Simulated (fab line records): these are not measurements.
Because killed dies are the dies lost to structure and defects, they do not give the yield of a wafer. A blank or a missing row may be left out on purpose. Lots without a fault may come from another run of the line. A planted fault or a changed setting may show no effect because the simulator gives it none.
fab line records	flow sky130
record: lots: 6	wafers: 18	lastDay: 50
route steps=708 shown FIELD_ISO@21 NWELL@32 DNWELL@35 PWDE@45 PAD_OPEN@708
lots that met no fault: from a run of the same line without faults
startH: hours from the record's opening day to when the first of the lot's shown wafers began	waitH: hours since the lot's step before	" the same as in the row above	L1.1+2: one row covering several wafers at once	- either no value or no given start	* or withheld: withheld	< > ~ a bound
route shown NAME@n: NAME is a module with steps in the file, n the number in the route of the first one	usual: mean/standard deviation taken from wafers without a fault	same: alike in all rows	chamber/n: place in a boat	sites: each site's reading	_std_site: standard deviation across them	_edge_site: mean of outer sites minus mean of inner sites	radiusMm: for every site, how far away it sits from the centre of the wafer	mask NAME#n: copy n	behind: the last tool/chamber to shape the wafer	hold: why the lot went on hold/how many hours it stayed there/how the hold came to an end	device: names the non-switching transistor (n, p or np)	end of line: the route-end tests of the same wafers	a step without rows: its recipe alone	killed: the dies lost at the first sort to structure and to defects; this is not the yield of the wafer	map: a wafer's dies, marking killed ones x, the rest . and places with no die _
set.NAME: the setting that was run; set.NAME@STEP: the one run at that earlier step	model.NAME: the simulator's own value behind a step, which no gauge read
lots seen at some steps along the route; tables by step, rows by wafer
services: from which hour (startH, from the record's first day; less than 0 if before it) a tool's chamber was out of use, for how many hours, and why
== steps ==
step: SKY_FIELD_ISO_CLEAN_20
recipe: chemistry: dHF	timeS: 20	dilution: 100:1
step: SKY_FIELD_ISO_WET_ETCH_21
recipe: chemistry: dHF	dilution: 100:1	targetDepthNm: 20	dry: ipaMarangoni	target: SiO2	tempC: 25	timeS: 400
step: SKY_FIELD_ISO_OXIDATION_22
recipe: tempC: 950	ambient: O2	stabiliseS: 600	purgeS: 300	targetThkA: 100	oxTimeS: 623
step: SKY_FIELD_ISO_THK_MEAS_23
recipe: reads: SiO2_of_FIELD_ISO_OXIDATION_22
usual: FIELD_ISO_OXIDATION_01_THK: 9.90/0.15
lot.wafer	tool	chamber	startH	waitH	FIELD_ISO_OXIDATION_01_THK[nm]
L232.1	filmMetro-03	-	31.73	0.0	10.13
L232.4	"	-	"	"	9.94
L232.5	"	-	"	"	9.93
L237.1	filmMetro-04	-	55.95	0.0	9.69
L237.4	"	-	"	"	9.73
L237.5	"	-	"	"	9.79
L240.1	filmMetro-02	-	71.66	0.0	10.05
L240.4	"	-	"	"	10.09
L240.6	"	-	"	"	9.89
L244.1	filmMetro-02	-	92.81	0.0	9.78
L244.2	"	-	"	"	9.85
L244.4	"	-	"	"	9.71
L252.2	filmMetro-04	-	137.54	0.0	10.24
L252.5	"	-	"	"	10.22
L252.6	"	-	"	"	10.22
L255.1	filmMetro-04	-	150.27	0.0	10.00
L255.3	"	-	"	"	10.01
L255.6	"	-	"	"	10.01
step: SKY_FIELD_ISO_CVD_24
recipe: material: SiO2	targetThkNm: 595	tempC: 650	sigmaOpenFrac: 0.3	timeS: 99.2	sih4FlowSccm: 60	pressureMtorr: 6
step: SKY_FIELD_ISO_THK_MEAS_25
recipe: reads: SiO2_of_FIELD_ISO_CVD_24
usual: FIELD_ISO_CVD_24_THK: 594/5.7
lot.wafer	tool	chamber	startH	waitH	FIELD_ISO_CVD_24_THK[nm]
L232.1	filmMetro-02	-	31.86	0.0	605
L232.4	"	-	"	"	604
L232.5	"	-	"	"	600
L237.1	filmMetro-03	-	56.12	0.1	589
L237.4	"	-	"	"	589
L237.5	"	-	"	"	587
L240.1	filmMetro-03	-	71.80	0.0	591
L240.4	"	-	"	"	596
L240.6	"	-	"	"	591
L244.1	filmMetro-04	-	92.94	0.0	595
L244.2	"	-	"	"	599
L244.4	"	-	"	"	596
L252.2	filmMetro-04	-	137.68	0.0	596
L252.5	"	-	"	"	604
L252.6	"	-	"	"	598
L255.1	filmMetro-02	-	150.44	0.1	596
L255.3	"	-	"	"	596
L255.6	"	-	"	"	597
step: SKY_FIELD_ISO_ANNEAL_26
recipe: tempC: 1000	timeS: 1800	ambient: N2
step: SKY_FIELD_ISO_CMP_27
recipe: stopOn: Si3N4	tOverpolishS: 16	downForcePsi: 4	platenRpm: 60	targetThkNm: 457.8	padVelocityMS: 0.94248
usual: motorCurrentA: 11.5/0.8	overpolishRunS: 15.999/0.0089	timeToEndpointS: 111/3.4
lot.wafer	tool	chamber	startH	waitH	motorCurrentA	overpolishRunS	timeToEndpointS
L232.4	cmp-02	1	34.63	0.0	12.4	15.997	116
L232.1	"	2	"	"	11.8	15.992	117
L232.5	"	1	"	"	11.9	16.002	112
L237.4	cmp-01	2	59.55	0.1	13.0	15.996	108
L237.1	"	3	"	"	11.5	16.001	108
L237.5	"	0	"	"	10.4	15.989	110
L240.1	cmp-01	3	74.70	0.0	11.1	15.999	112
L240.4	"	1	"	"	11.8	16.002	116
L240.6	"	0	"	"	11.0	15.989	113
L244.4	cmp-02	3	94.50	0.0	10.8	16.016	111
L244.2	"	0	"	"	10.4	15.983	113
L244.1	"	1	"	"	12.6	15.999	108
L252.2	cmp-01	3	142.98	0.0	11.6	15.994	112
L252.6	"	3	"	"	12.3	16.011	110
L252.5	"	0	"	"	11.2	15.998	113
L255.3	cmp-01	3	152.84	0.0	11.8	15.993	111
L255.1	"	2	"	"	12.6	16.007	110
L255.6	"	3	"	"	12.3	16.000	111
step: SKY_FIELD_ISO_WET_ETCH_28
recipe: chemistry: dHF	targetDepthNm: 23.7	target: SiO2	dilution: 10:1	tempC: 25	timeS: 47
step: SKY_FIELD_ISO_WET_ETCH_29
recipe: chemistry: H3PO4	targetDepthNm: 160	target: Si3N4	tempC: 160	timeS: 1825
step: SKY_FIELD_ISO_WET_ETCH_30
recipe: chemistry: dHF	targetDepthNm: 25	target: SiO2	dilution: 10:1	tempC: 25	timeS: 50
step: SKY_NWELL_CLEAN_00
recipe: chemistry: SC1/SC2	mix: 1:4:20	tempC: 70	timeS: 150	dry: n2Spin
step: SKY_NWELL_OXIDATION_01
recipe: tempC: 900	ambient: O2	stabiliseS: 600	purgeS: 300	targetThkA: 100	oxTimeS: 1418
usual: oxTempCMax: 904.7/1.6
lot.wafer	tool	chamber	startH	waitH	oxTempCMax
L232.1	furnace-02	0	36.16	0.6	902.5
L232.4	"	0	"	"	903.2
L232.5	"	0	"	"	902.8
L237.1	furnace-02	0	60.36	0.0	902.7
L237.4	"	0	"	"	903.5
L237.5	"	0	"	"	902.7
L240.1	furnace-02	0	75.60	0.0	903.7
L240.4	"	0	"	"	903.5
L240.6	"	0	"	"	902.9
L240.1	furnace-02	0	77.16	0.2	902.8
L240.4	"	0	"	"	903.7
L240.6	"	0	"	"	903.8
L244.1	furnace-01	0	95.46	0.0	906.9
L244.2	"	0	"	"	906.1
L244.4	"	0	"	"	905.3
L244.1	furnace-01	0	97.02	0.2	905.9
L244.2	"	0	"	"	906.1
L244.4	"	0	"	"	909.0
L252.2	furnace-02	0	144.16	0.3	904.0
L252.5	"	0	"	"	903.6
L252.6	"	0	"	"	903.6
L255.1	furnace-01	0	154.95	1.2	904.3
L255.3	"	0	"	"	907.9
L255.6	"	0	"	"	905.3
step: SKY_NWELL_THK_MEAS_02
recipe: reads: SiO2_of_NWELL_OXIDATION_01
usual: NWELL_OXIDATION_THK: 9.93/0.17
lot.wafer	tool	chamber	startH	waitH	NWELL_OXIDATION_THK[nm]
L232.1	filmMetro-04	-	37.55	0.0	9.97
L232.4	"	-	"	"	10.01
L232.5	"	-	"	"	10.08
L237.1	filmMetro-04	-	61.76	0.0	9.86
L237.4	"	-	"	"	9.75
L237.5	"	-	"	"	9.86
L240.1	filmMetro-03	-	78.56	0.0	15.81
L240.4	"	-	"	"	15.73
L240.6	"	-	"	"	15.72
L240.1	filmMetro-03	-	78.79	0.2	15.78
L240.4	"	-	"	"	15.70
L240.6	"	-	"	"	15.78
L244.1	filmMetro-03	-	98.41	0.0	15.80
L244.2	"	-	"	"	15.95
L244.4	"	-	"	"	16.14
L244.1	filmMetro-03	-	98.64	0.2	15.74
L244.2	"	-	"	"	15.96
L244.4	"	-	"	"	16.11
L252.2	filmMetro-04	-	145.56	0.0	9.92
L252.5	"	-	"	"	10.05
L252.6	"	-	"	"	10.09
L255.1	filmMetro-04	-	156.34	0.0	9.94
L255.3	"	-	"	"	10.03
L255.6	"	-	"	"	10.21
step: SKY_DNWELL_DEHYDRATE_00
recipe: tempC: 200	timeS: 60
step: SKY_DNWELL_HMDS_01
recipe: primeTimeS: 60	primeTempC: 120
step: SKY_DNWELL_COAT_02
recipe: spinRpm: 2000	resistThkNm: 3000
step: SKY_DNWELL_SOFTBAKE_03
recipe: tempC: 110	timeS: withheld
step: SKY_DNWELL_EXPOSE_04
recipe: maskId: DNM	na: 0.57	targetCdNm: 3000	doseMj: 222
step: SKY_DNWELL_PEB_05
recipe: tempC: 115	timeS: withheld
step: SKY_DNWELL_DEVELOP_06
recipe: wallAngleDeg: 90	developer: TMAH	developTimeS: 60	devTempC: 23
step: SKY_DNWELL_IMPLANT_07
recipe: species: P	energyKev: withheld	doseCm2: withheld	tiltDeg: withheld
step: SKY_DNWELL_STRIP_08
recipe: chemistry: O2/N2	powerW: 1400	pressureMtorr: 1500	platenTempC: withheld	o2FlowSccm: 3000	n2FlowSccm: 300	overashFraction: 0.5
usual: drypumpMotorCurrentA: 5.8/0.41	oesProductAu: 0.723/0.0045	stripTimeToEndpointS: 36.92/0.1
lot.wafer	tool	chamber	startH	waitH	drypumpMotorCurrentA	oesProductAu	rfHoursCounterH	stripTimeToEndpointS
L232.1	plasmaAsher-01	0	52.74	0.1	5.3	0.727	38	37.02
L232.4	"	0	"	"	5.3	0.720	-	36.93
L232.5	"	0	"	"	5.3	0.718	-	37.00
L237.1	plasmaAsher-04	1	79.18	0.1	6.2	0.730	39	36.93
L237.4	"	1	"	"	6.2	0.728	-	37.02
L237.5	"	0	"	"	5.9	0.730	-	36.99
L240.1	plasmaAsher-01	0	93.88	0.1	5.2	0.727	43	36.96
L240.4	"	0	"	"	5.3	0.719	-	36.98
L240.6	"	1	"	"	5.6	0.722	-	36.95
L244.1	plasmaAsher-01	0	114.64	0.1	5.3	0.720	45	36.86
L244.2	"	1	"	"	5.6	0.719	45	36.85
L244.4	"	0	"	"	5.3	0.725	-	36.76
L252.2	plasmaAsher-03	1	165.28	0.1	5.5	0.718	32	36.98
L252.5	"	1	"	"	5.5	0.725	-	36.89
L252.6	"	0	"	"	6.7	0.730	-	36.92
L255.1	plasmaAsher-01	0	176.48	0.1	5.3	0.729	51	36.72
L255.3	"	1	"	"	5.6	0.725	-	36.75
L255.6	"	1	"	"	5.6	0.731	-	36.72
step: SKY_DNWELL_TW_MEAS_09
usual: DNWELL_TW: 1122/7.6
lot.wafer	tool	chamber	startH	waitH	DNWELL_TW
L232.1	filmMetro-04	-	52.84	0.1	1130
L232.4	"	-	"	"	1131
L232.5	"	-	"	"	1131
L237.1	filmMetro-01	-	79.28	0.1	1138
L237.4	"	-	"	"	1135
L237.5	"	-	"	"	1140
L240.1	filmMetro-01	-	93.98	0.1	1123
L240.4	"	-	"	"	1125
L240.6	"	-	"	"	1126
L244.1	filmMetro-01	-	114.74	0.1	1128
L244.2	"	-	"	"	1125
L244.4	"	-	"	"	1121
L252.2	filmMetro-01	-	165.39	0.1	1119
L252.5	"	-	"	"	1117
L252.6	"	-	"	"	1112
L255.1	filmMetro-01	-	176.58	0.1	1120
L255.3	"	-	"	"	1121
L255.6	"	-	"	"	1114
step: SKY_PWDE_DEHYDRATE_00
recipe: tempC: 200	timeS: 60
step: SKY_PWDE_HMDS_01
recipe: primeTimeS: 60	primeTempC: 120
step: SKY_PWDE_COAT_02
recipe: spinRpm: 2000	resistThkNm: 3000
step: SKY_PWDE_SOFTBAKE_03
recipe: tempC: 110	timeS: withheld
step: SKY_PWDE_EXPOSE_04
recipe: maskId: PWDEM	na: 0.6	sourceShape: conventional	sigmaOuter: 0.6	polarization: unpolarized	targetCdNm: 840	doseMj: 214
step: SKY_PWDE_PEB_05
recipe: tempC: 115	timeS: withheld
step: SKY_PWDE_DEVELOP_06
recipe: wallAngleDeg: 90	developer: TMAH	developTimeS: 60	devTempC: 23
step: SKY_PWDE_OVL_MEAS_07
usual: PWDE_OVL: -0.5/1.4
lot.wafer	tool	chamber	startH	waitH	PWDE_OVL[nm]
L232.1	overlay-02	-	69.40	-	1.7
L232.4	"	-	"	"	-0.5
L232.5	"	-	"	"	-0.4
L237.1	overlay-01	-	95.80	-	-0.9
L237.4	"	-	"	"	-1.7
L237.5	"	-	"	"	0.6
L240.1	overlay-02	-	111.78	-	1.1
L240.4	"	-	"	"	-0.3
L240.6	"	-	"	"	0.6
L244.1	overlay-02	-	132.24	-	0.7
L244.2	"	-	"	"	-0.8
L244.4	"	-	"	"	-0.1
L252.2	overlay-02	-	185.44	-	-0.9
L252.5	"	-	"	"	-0.7
L252.6	"	-	"	"	0.8
L255.1	overlay-02	-	196.00	-	-4.0
L255.3	"	-	"	"	-1.3
L255.6	"	-	"	"	-3.2
step: SKY_PWDE_IMPLANT_08
recipe: species: B	energyKev: 150	doseCm2: 3.6e+12	tiltDeg: withheld
step: SKY_PWDE_STRIP_09
recipe: chemistry: O2/N2	powerW: 1400	pressureMtorr: 1500	platenTempC: withheld	o2FlowSccm: 3000	n2FlowSccm: 300	overashFraction: 0.5
usual: drypumpMotorCurrentA: 5.5/0.31	oesProductAu: 0.723/0.005	stripTimeToEndpointS: 36.90/0.093
lot.wafer	tool	chamber	startH	waitH	drypumpMotorCurrentA	oesProductAu	rfHoursCounterH	stripTimeToEndpointS
L232.1	plasmaAsher-02	1	69.59	0.1	5.7	0.717	40	36.65
L232.4	"	1	"	"	5.7	0.720	-	36.74
L232.5	"	1	"	"	5.7	0.726	-	36.68
L237.1	plasmaAsher-01	1	95.99	0.1	5.6	0.723	43	36.95
L237.4	"	0	"	"	5.3	0.719	-	36.92
L237.5	"	0	"	"	5.2	0.715	-	36.84
L240.1	plasmaAsher-01	0	111.97	0.1	5.3	0.729	45	37.00
L240.4	"	0	"	"	5.3	0.727	-	36.91
L240.6	"	1	"	"	5.6	0.712	-	37.01
L244.1	plasmaAsher-03	1	132.42	0.1	5.5	0.725	29	37.06
L244.2	"	0	"	"	6.7	0.724	29	37.01
L244.4	"	0	"	"	6.7	0.728	-	36.94
L252.2	plasmaAsher-01	1	186.36	0.1	5.6	0.715	52	36.81
L252.5	"	0	"	"	5.3	0.725	-	36.87
L252.6	"	1	"	"	5.6	0.729	-	36.88
L255.1	plasmaAsher-01	1	196.19	0.1	5.6	0.728	53	36.84
L255.3	"	0	"	"	5.2	0.727	-	36.86
L255.6	"	0	"	"	5.3	0.716	-	36.83
step: SKY_PWDE_TW_MEAS_10
usual: PWDE_TW: 376/3.3
lot.wafer	tool	chamber	startH	waitH	PWDE_TW
L232.1	filmMetro-03	-	69.71	0.1	373
L232.4	"	-	"	"	372
L232.5	"	-	"	"	375
L237.1	filmMetro-03	-	96.09	0.1	371
L237.4	"	-	"	"	368
L237.5	"	-	"	"	370
L240.1	filmMetro-04	-	112.07	0.1	375
L240.4	"	-	"	"	377
L240.6	"	-	"	"	376
L244.1	filmMetro-01	-	132.52	0.1	378
L244.2	"	-	"	"	376
L244.4	"	-	"	"	378
L252.2	filmMetro-04	-	186.47	0.1	377
L252.5	"	-	"	"	376
L252.6	"	-	"	"	377
L255.1	filmMetro-01	-	196.29	0.1	379
L255.3	"	-	"	"	377
L255.6	"	-	"	"	379
step: SKY_NWELL_DEHYDRATE_03
recipe: tempC: 200	timeS: 60
step: SKY_NWELL_HMDS_04
recipe: primeTimeS: 60	primeTempC: 120
step: SKY_NWELL_COAT_05
recipe: spinRpm: 2000	resistThkNm: 3000
step: SKY_NWELL_SOFTBAKE_06
recipe: tempC: 110	timeS: withheld
step: SKY_NWELL_EXPOSE_07
recipe: maskId: NWM	na: 0.6	sourceShape: conventional	sigmaOuter: 0.6	polarization: unpolarized	targetCdNm: 840	doseMj: 255
step: SKY_NWELL_PEB_08
recipe: tempC: 115	timeS: withheld
step: SKY_NWELL_DEVELOP_09
recipe: wallAngleDeg: 90	developer: TMAH	developTimeS: 60	devTempC: 23
step: SKY_NWELL_CLEAN_27
recipe: chemistry: SC1/SC2	mix: 1:4:20	tempC: 70	timeS: 150	dry: n2Spin
usual: bathHeatDutyPct: 14.4/1.8
lot.wafer	tool	chamber	startH	waitH	bathHeatDutyPct	model.SiO2_of_NWELL_OXIDATION_01.thkNm
L232.1	wetBench-04	0	104.48	0.1	15.1	9.599
L232.4	"	0	"	"	14.2	9.683
L232.5	"	0	"	"	14.8	9.723
L237.1	wetBench-04	0	132.67	0.1	15.5	9.479
L237.4	"	0	"	"	13.2	9.425
L237.5	"	0	"	"	12.8	9.485
L240.1	wetBench-04	1	149.51	0.8	16.6	15.49
L240.4	"	1	"	"	15.5	15.35
L240.6	"	1	"	"	16.4	15.42
L244.1	wetBench-01	1	175.79	3.7	11.9	15.43
L244.2	"	1	"	"	13.1	15.64
L244.4	"	1	"	"	11.8	15.79
L252.2	wetBench-02	2	229.95	0.0	12.6	9.592
L252.5	"	2	"	"	14.0	9.747
L252.6	"	2	"	"	13.8	9.806
L255.1	wetBench-04	2	240.50	0.1	16.0	9.641
L255.3	"	2	"	"	14.2	9.732
L255.6	"	2	"	"	12.9	9.86
step: SKY_PAD_OPEN_PROBE_99
usual: killed_at_M0_to_M3: 43/7	killed_at_M4_up: 3.1/2	killedAtContacts: 24/5.3	killedAtFrontEnd: 15/4.2	killedAtOther: 0.4/0.66	killedDies: 86/9.5	killedOpen: 47/7.4	killedShort: 38/6.2
same: grossDies: 492	killedAtBackSide: 0
lot.wafer	tool	chamber	startH	waitH	killed_at_M0_to_M3	killed_at_M4_up	killedAtContacts	killedAtFrontEnd	killedAtOther	killedDies	killedOpen	killedShort	model.etest.nfet_16v.rOnOhmUm	model.etest.tipP.rsOhmSq	model.etest.pfet_01v8.rOnOhmUm	model.etest.pfetG5v0d10v5.rOnOhmUm	model.etest.resPwellUnderGate.rsOhmSq	model.etest.pfet_01v8_mvt.driveUaUm	model.etest.pfet_01v8.driveUaUm	model.etest.pfetG5v0d10v5.driveUaUm
L232.1	prober-01	-	1074.77	0.1	51	4	24	18	0	97	59	38	1.381e+04	6911	2995	4782	2295	147.4	186.5	338.1
L232.4	prober-01	-	1074.92	0.2	47	4	32	9	0	92	58	34	1.384e+04	6926	3016	4814	2291	145.8	181	338.6
L232.5	prober-01	-	1074.97	0.2	36	2	19	14	1	72	46	26	1.37e+04	6983	3011	4758	2282	145.9	182.9	340.6
L237.1	prober-01	-	1098.39	0.1	47	4	27	17	0	95	47	47	1.388e+04	6871	2938	4763	2308	147.3	188.2	341.2
L237.4	prober-01	-	1098.54	0.2	48	8	24	13	1	94	55	37	1.412e+04	6917	2942	4810	2295	149.2	187.9	334.3
L237.5	prober-01	-	1098.59	0.2	37	4	26	11	0	78	42	36	1.395e+04	6881	2930	4765	2316	150.2	190.1	338.6
L240.1	prober-01	-	1123.44	0.1	25	5	32	17	1	80	53	27	1.362e+04	7038	2888	4775	2317	145.5	191.1	338.7
L240.4	prober-01	-	1123.59	0.2	41	3	22	21	1	88	54	34	1.376e+04	7098	2971	4882	2320	143.4	185.5	335.1
L240.6	prober-01	-	1123.69	0.2	36	2	23	20	0	81	41	40	1.368e+04	7086	2875	4806	2309	147.3	191.8	339.2
L244.1	prober-02	-	1147.09	0.1	49	3	25	17	0	94	51	43	1.359e+04	7173	3046	4871	2334	136.4	179.6	330.3
L244.2	prober-02	-	1147.14	0.1	47	1	27	21	0	96	57	39	1.362e+04	7234	2991	4920	2339	138.3	183.1	329.2
L244.4	prober-02	-	1147.24	0.2	56	4	21	24	0	105	55	50	1.372e+04	7279	3086	4898	2329	134.1	175.5	331
L252.2	prober-02	-	1185.07	0.1	41	2	23	28	0	94	53	41	1.402e+04	6819	2883	4682	2312	153.4	193.7	345.2
L252.5	prober-02	-	1185.22	0.2	36	1	25	18	2	82	48	32	1.419e+04	6790	2840	4752	2301	153.5	197.8	342.3
L252.6	prober-02	-	1185.27	0.2	42	1	39	13	0	95	48	47	1.401e+04	6840	2842	4758	2291	153	196.6	337.8
L255.1	prober-01	-	1194.81	0.1	43	4	29	14	0	90	49	41	1.407e+04	6900	2968	4810	2274	147.6	184.9	340.1
L255.3	prober-01	-	1194.91	0.2	28	9	21	28	0	86	51	34	1.415e+04	6903	2882	4690	2299	150.9	192.5	344.3
L255.6	prober-01	-	1195.06	0.2	26	3	24	16	1	70	48	22	1.421e+04	6892	2954	4795	2289	149.2	186.5	339.9
killed by level:class
L232.1 VIA1:geometricParticle:open=16 LI_CONTACT:geometricParticle:open=8 CONTACT:geometricParticle:open=8 FIELD_ISO:geometricParticle:open=7 METAL1:geometricParticle:short=6 VIA2:geometricParticle:open=6 VIA3:geometricParticle:open=5 POLY_GATE:geometricParticle:open=4
L232.4 CONTACT:geometricParticle:open=13 LI_CONTACT:geometricParticle:open=9 VIA2:geometricParticle:open=9 VIA3:geometricParticle:open=7 VIA1:geometricParticle:short=7 VIA1:geometricParticle:open=7 METAL2:geometricParticle:short=6 LOCAL_INTERCONNECT:geometricParticle:short=4
L232.5 VIA1:geometricParticle:open=14 LI_CONTACT:geometricParticle:open=12 VIA2:geometricParticle:open=6 FIELD_ISO:geometricParticle:short=5 LOCAL_INTERCONNECT:geometricParticle:short=5 VIA3:geometricParticle:open=5 METAL2:geometricParticle:short=4 FIELD_ISO:geometricParticle:open=3
L237.1 VIA2:geometricParticle:open=11 VIA1:geometricParticle:open=11 CONTACT:geometricParticle:open=9 CONTACT:geometricParticle:short=8 METAL2:geometricParticle:short=7 POLY_GATE:geometricParticle:open=6 LOCAL_INTERCONNECT:geometricParticle:short=6 FIELD_ISO:geometricParticle:short=5
L237.4 CONTACT:geometricParticle:open=14 VIA1:geometricParticle:open=13 VIA3:geometricParticle:open=7 METAL2:geometricParticle:short=7 VIA2:geometricParticle:short=5 METAL4:geometricParticle:short=5 FIELD_ISO:geometricParticle:open=4 VIA2:geometricParticle:open=4
L237.5 CONTACT:geometricParticle:open=10 METAL2:geometricParticle:short=10 LI_CONTACT:geometricParticle:open=8 VIA1:geometricParticle:open=7 VIA3:geometricParticle:open=6 CONTACT:geometricParticle:short=5 VIA2:geometricParticle:open=5 POLY_GATE:geometricParticle:short=4
L240.1 CONTACT:geometricParticle:open=13 VIA1:geometricParticle:open=8 LI_CONTACT:geometricParticle:open=7 FIELD_ISO:geometricParticle:short=6 VIA2:geometricParticle:open=6 LOCAL_INTERCONNECT:geometricParticle:short=5 CONTACT:geometricParticle:short=5 POLY_GATE:geometricParticle:open=4
L240.4 CONTACT:geometricParticle:open=10 VIA1:geometricParticle:open=9 VIA3:geometricParticle:open=8 FIELD_ISO:geometricParticle:short=5 VIA2:geometricParticle:open=5 FIELD_ISO:geometricParticle:open=4 SPACER:geometricParticle:open=4 LI_CONTACT:geometricParticle:open=4
L240.6 VIA1:geometricParticle:open=8 FIELD_ISO:geometricParticle:short=7 LOCAL_INTERCONNECT:geometricParticle:short=6 CONTACT:geometricParticle:open=6 VIA3:geometricParticle:open=6 CONTACT:geometricParticle:short=5 LI_CONTACT:geometricParticle:open=5 VIA2:geometricParticle:open=5
L244.1 CONTACT:geometricParticle:open=12 VIA1:geometricParticle:open=9 VIA3:geometricParticle:open=9 CONTACT:geometricParticle:short=8 POLY_GATE:geometricParticle:open=7 VIA2:geometricParticle:open=6 METAL2:geometricParticle:short=5 METAL1:geometricParticle:short=4
L244.2 VIA1:geometricParticle:open=12 CONTACT:geometricParticle:open=10 LI_CONTACT:geometricParticle:open=7 VIA3:geometricParticle:open=7 METAL2:geometricParticle:short=6 POLY_GATE:geometricParticle:short=5 POLY_GATE:geometricParticle:open=5 CONTACT:geometricParticle:short=5
L244.4 VIA1:geometricParticle:open=13 METAL1:geometricParticle:short=11 CONTACT:geometricParticle:open=11 POLY_GATE:geometricParticle:short=8 VIA2:geometricParticle:open=7 FIELD_ISO:geometricParticle:open=5 POLY_GATE:geometricParticle:open=5 METAL2:geometricParticle:short=5
L252.2 VIA3:geometricParticle:open=11 FIELD_ISO:geometricParticle:open=8 LI_CONTACT:geometricParticle:open=7 POLY_GATE:geometricParticle:open=7 METAL2:geometricParticle:short=7 METAL1:geometricParticle:short=7 CONTACT:geometricParticle:short=6 VIA1:geometricParticle:open=5
L252.5 CONTACT:geometricParticle:open=13 VIA1:geometricParticle:open=9 FIELD_ISO:geometricParticle:open=6 METAL1:geometricParticle:short=6 POLY_GATE:geometricParticle:short=5 LI_CONTACT:geometricParticle:open=5 VIA3:geometricParticle:open=5 CONTACT:geometricParticle:short=4
L252.6 CONTACT:geometricParticle:open=11 LOCAL_INTERCONNECT:geometricParticle:short=10 VIA3:geometricParticle:open=10 VIA1:geometricParticle:open=9 LI_CONTACT:geometricParticle:open=6 CONTACT:geometricParticle:short=6 LI_CONTACT:geometricParticle:short=5 METAL2:geometricParticle:short=5
L255.1 LI_CONTACT:geometricParticle:open=11 VIA1:geometricParticle:open=9 METAL2:geometricParticle:short=8 LOCAL_INTERCONNECT:geometricParticle:short=6 VIA2:geometricParticle:open=6 CONTACT:geometricParticle:short=5 CONTACT:geometricParticle:open=5 VIA3:geometricParticle:open=5
L255.3 FIELD_ISO:geometricParticle:open=8 VIA1:geometricParticle:open=8 POLY_GATE:geometricParticle:short=7 CONTACT:geometricParticle:open=7 LI_CONTACT:geometricParticle:open=6 METAL4:geometricParticle:short=5 POLY_GATE:geometricParticle:open=4 LI_CONTACT:geometricParticle:short=4
L255.6 LI_CONTACT:geometricParticle:open=9 CONTACT:geometricParticle:open=8 FIELD_ISO:geometricParticle:open=6 POLY_GATE:geometricParticle:short=5 VIA2:geometricParticle:open=5 VIA1:geometricParticle:open=5 POLY_GATE:geometricParticle:open=4 VIA1:geometricParticle:short=4
== services ==
tool	chamber	startH	hours	kind
wetBench-01	-	19.23	2.2	repair
cmp-01	-	21.26	1.2	repair
plasmaAsher-03	-	56.73	31.0	repair
wetBench-04	-	58.07	1.7	repair
cmp-02	-	64.15	4.0	pm
plasmaAsher-03	-	78.33	0.9	repair
cmp-02	-	82.99	0.7	repair
wetBench-04	-	83.12	2.1	repair
plasmaAsher-01	-	87.88	3.7	repair
plasmaAsher-03	-	90.13	3.9	repair
cmp-01	-	100.21	3.7	repair
furnace-01	-	125.59	6.4	pm
furnace-02	-	132.47	7.6	pm
furnace-01	-	140.44	3.0	pm
furnace-02	-	156.88	3.3	pm
cmp-02	-	158.74	2.7	repair
cmp-01	-	161.39	5.3	pm
cmp-01	-	176.93	1.6	repair
furnace-01	-	181.32	4.4	repair
cmp-02	-	193.28	0.6	repair
cmp-01	-	213.79	2.4	repair
furnace-02	-	217.98	4.5	pm
cmp-01	-	232.00	4.0	pm
cmp-01	-	234.31	0.5	repair
== key ==
firstSign: step: SKY_NWELL_OXIDATION_01	reading: visit	direction: added
effect: step: SKY_NWELL_THK_MEAS_02	reading: visit	direction: added
effect: step: SKY_NWELL_THK_MEAS_02	reading: NWELL_OXIDATION_THK	direction: up	sigmas: 35	usual: 9.93	struck: 15.86
modelEffect: step: SKY_NWELL_CLEAN_27	value: SiO2_of_NWELL_OXIDATION_01.thkNm	without: 9.663	struck: 15.52
modelEffect: step: SKY_PAD_OPEN_PROBE_99	value: etest.nfet_16v.rOnOhmUm	without: 1.406e+04	struck: 1.367e+04
metAt SKY_NWELL_OXIDATION_01
struckWafers L240.1,L240.4,L240.6,L244.1,L244.2,L244.4
testerLeftOut L240,L244
fault: kind: repeatedStepWhole	tool: furnace-01,furnace-02	chamber: -	onsetH: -	steps: SKY_NWELL_OXIDATION_01	times: 1	scope: struckLotsOnly
testerLeftOut: of these lots the tester's yield and bins aren't shown, on N5 and GAA mostly nor the transistor test; their killed dies are dies lost to structure and defects alone, not to doping, threshold or leakage, so they don't give the yield
